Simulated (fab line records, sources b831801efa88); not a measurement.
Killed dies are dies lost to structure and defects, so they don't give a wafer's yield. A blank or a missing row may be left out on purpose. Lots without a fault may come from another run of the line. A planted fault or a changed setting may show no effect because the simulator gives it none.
Which tool did it? | flow gf180mcu | 13 lots, 39 wafers sampled, at 4 steps of a route of 602

WHAT THE GAUGES READ, wafer by wafer
GF_TOP_METAL_RS_MEAS_05: measures by four-point-probe. Usual: TOP_METAL_ALCU_RS 0.0327 ohm/sq, standard deviation 0.00039.
lot  | measured     | on            | TOP_METAL_ALCU_RS (ohm/sq) | flag
L291 | day 27 13:07 | film_metro-02 | 0.0333 0.0331 0.0333       |
L292 | day 27 18:53 | film_metro-01 | 0.0325 0.0327 0.0326       |
L296 | day 29 07:22 | film_metro-02 | 0.0324 0.0328 0.0327       |
L298 | day 29 17:02 | film_metro-02 | 0.0332 0.0332 0.0331       |
L300 | day 30 08:28 | film_metro-02 | 0.0330 0.0328 0.0330       |
L301 | day 30 09:38 | film_metro-01 | 0.0331 0.0326 0.0330       |
L302 | day 30 21:04 | film_metro-02 | 0.0325 0.0327 0.0327       |
L307 | day 32 12:10 | film_metro-02 | 0.0323 0.0323 0.0328       |
L309 | day 33 02:59 | film_metro-02 | 0.0326 0.0326 0.0327       |
L310 | day 33 05:17 | film_metro-01 | 0.0327 0.0323 0.0330       |
L311 | day 33 07:46 | film_metro-01 | 0.0325 0.0329 0.0325       |
L312 | day 33 17:22 | film_metro-01 | 0.0323 0.0325 0.0327       |
L313 | day 33 18:26 | film_metro-01 | 0.0326 0.0323 0.0324       |

GF_PASSIVATION_THK_MEAS_01. Usual: PASSIVATION_CVD_00_THK 996 nm, standard deviation 12.
lot  | measured     | on            | PASSIVATION_CVD_00_THK (nm) | flag
L291 | day 28 08:49 | film_metro-01 | 976 989 1000                |
L292 | day 28 15:15 | film_metro-04 | 986 1006 1001               |
L296 | day 30 03:18 | film_metro-01 | 997 1008 1012               |
L298 | day 30 12:37 | film_metro-01 | 983 1003 992                |
L300 | day 31 03:49 | film_metro-01 | 988 980 997                 |
L301 | day 31 04:34 | film_metro-03 | 1001 990 999                |
L302 | day 31 16:01 | film_metro-04 | 1000 1003 1027              |
L307 | day 33 05:28 | film_metro-01 | 998 999 1009                |
L309 | day 33 19:22 | film_metro-01 | 996 1009 1002               |
L310 | day 33 21:48 | film_metro-03 | 990 990 982                 |
L311 | day 33 23:36 | film_metro-01 | 1005 992 1001               |
L312 | day 34 09:32 | film_metro-01 | 982 991 1003                |
L313 | day 34 10:57 | film_metro-03 | 991 1008 1004               |

GF_PASSIVATION_BOW_MEAS_14. Usual: PASSIVATION_BOW 132 um, standard deviation 9.7.
lot  | measured     | on            | PASSIVATION_BOW (um) | flag
L291 | day 29 05:55 | film_metro-04 | 140 137 151          |
L292 | day 29 12:36 | film_metro-01 | 126 116 113          |
L296 | day 30 23:36 | film_metro-01 | 145 138 131          |
L298 | day 31 08:17 | film_metro-04 | 124 123 122          |
L300 | day 31 23:24 | film_metro-04 | 135 135 136          |
L301 | day 32 00:22 | film_metro-04 | 128 135 133          |
L302 | day 32 10:39 | film_metro-01 | 137 135 139          |
L307 | day 33 23:25 | film_metro-01 | 119 120 113          |
L309 | day 34 12:42 | film_metro-01 | 129 141 129          |
L310 | day 34 14:38 | film_metro-01 | 141 143 153          |
L311 | day 34 16:31 | film_metro-01 | 110 115 128          |
L312 | day 35 01:51 | film_metro-01 | 125 133 125          |
L313 | day 35 03:22 | film_metro-03 | 124 126 142          |

WHICH TOOL RAN EACH LOT (tool, then ch and the chambers of the sampled wafers, then the start)
lot  | GF_M3_METAL_ETCH_16
L291 | rie_metal-01 ch 0,1, day 21 14:46
L292 | rie_metal-04 ch 0,1, day 21 21:37
L296 | rie_metal-03 ch 0,1, day 23 17:32
L298 | rie_metal-03 ch 0,1, day 24 06:16
L300 | rie_metal-04 ch 0,1, day 24 23:10
L301 | rie_metal-04 ch 0,1, day 25 00:53
L302 | rie_metal-01 ch 0,1, day 25 15:22
L307 | rie_metal-03 ch 0, day 27 12:19
L309 | rie_metal-04 ch 0, day 28 07:37
L310 | rie_metal-04 ch 0, day 28 08:34
L311 | rie_metal-04 ch 0, day 28 13:13
L312 | rie_metal-01 ch 0,1, day 28 23:25
L313 | rie_metal-03 ch 0,1, day 29 01:25
- GF_M3_METAL_ETCH_16: etches the open film in Cl2/BCl3, stops on SiO2, target depth 627.5 nm, time 104.6 s.

WHAT THE TOOLS THEMSELVES READ (means of the sampled wafers that have a number; where no wafer has one, the mark that the record gives instead)
GF_M3_METAL_ETCH_16. Usual: drypump_motor_current_A 5.38 A, standard deviation 0.27; mfc_cl2_sccm 80.01 sccm, standard deviation 0.23; oes_product_au 0.971 a.u., standard deviation 0.0068; throttle_valve_pct 28.250 %, standard deviation 0.0098.
lot  | tool         | drypump_motor_current_A (A) | mfc_cl2_sccm (sccm) | oes_product_au (a.u.) | throttle_valve_pct (%) | flag
L291 | rie_metal-01 | 5.51                        | 79.96               | 0.976                 | 28.249                 |
L292 | rie_metal-04 | 5.18                        | 79.85               | 0.972                 | 28.239                 |
L296 | rie_metal-03 | 5.53                        | 79.97               | 0.971                 | 28.260                 |
L298 | rie_metal-03 | 5.34                        | 79.98               | 0.970                 | 28.254                 |
L300 | rie_metal-04 | 5.19                        | 79.94               | 0.967                 | 28.255                 |
L301 | rie_metal-04 | 5.31                        | 80.04               | 0.978                 | 28.249                 |
L302 | rie_metal-01 | 5.52                        | 80.02               | 0.975                 | 28.254                 |
L307 | rie_metal-03 | 5.72                        | 79.76               | 0.978                 | 28.245                 |
L309 | rie_metal-04 | 5.06                        | 80.19               | 0.969                 | 28.243                 |
L310 | rie_metal-04 | 5.07                        | 79.86               | 0.966                 | 28.254                 |
L311 | rie_metal-04 | 5.06                        | 80.05               | 0.976                 | 28.236                 |
L312 | rie_metal-01 | 5.53                        | 80.17               | 0.975                 | 28.247                 |
L313 | rie_metal-03 | 5.33                        | 79.84               | 0.978                 | 28.241                 |

THE ANSWER, worked out from the rows above alone
Rule: a lot is off if the mean of its wafers that have a number lies more than 3 standard deviations from the usual mean. A lot without any number at a reading at which 4 lots or more have one is off too. The other lots that the step has rows for count as sound. The gauges are gone through in route order, then the tools' own readings, and for those a lot's mean is taken as printed above. The first step at which some lot is off is used, and at that step the reading that is off furthest; a lot without a number counts as furthest.
No lot is off at any reading shown: from this, nothing can be told.

WHAT THE SIMULATOR HAD PUT IN
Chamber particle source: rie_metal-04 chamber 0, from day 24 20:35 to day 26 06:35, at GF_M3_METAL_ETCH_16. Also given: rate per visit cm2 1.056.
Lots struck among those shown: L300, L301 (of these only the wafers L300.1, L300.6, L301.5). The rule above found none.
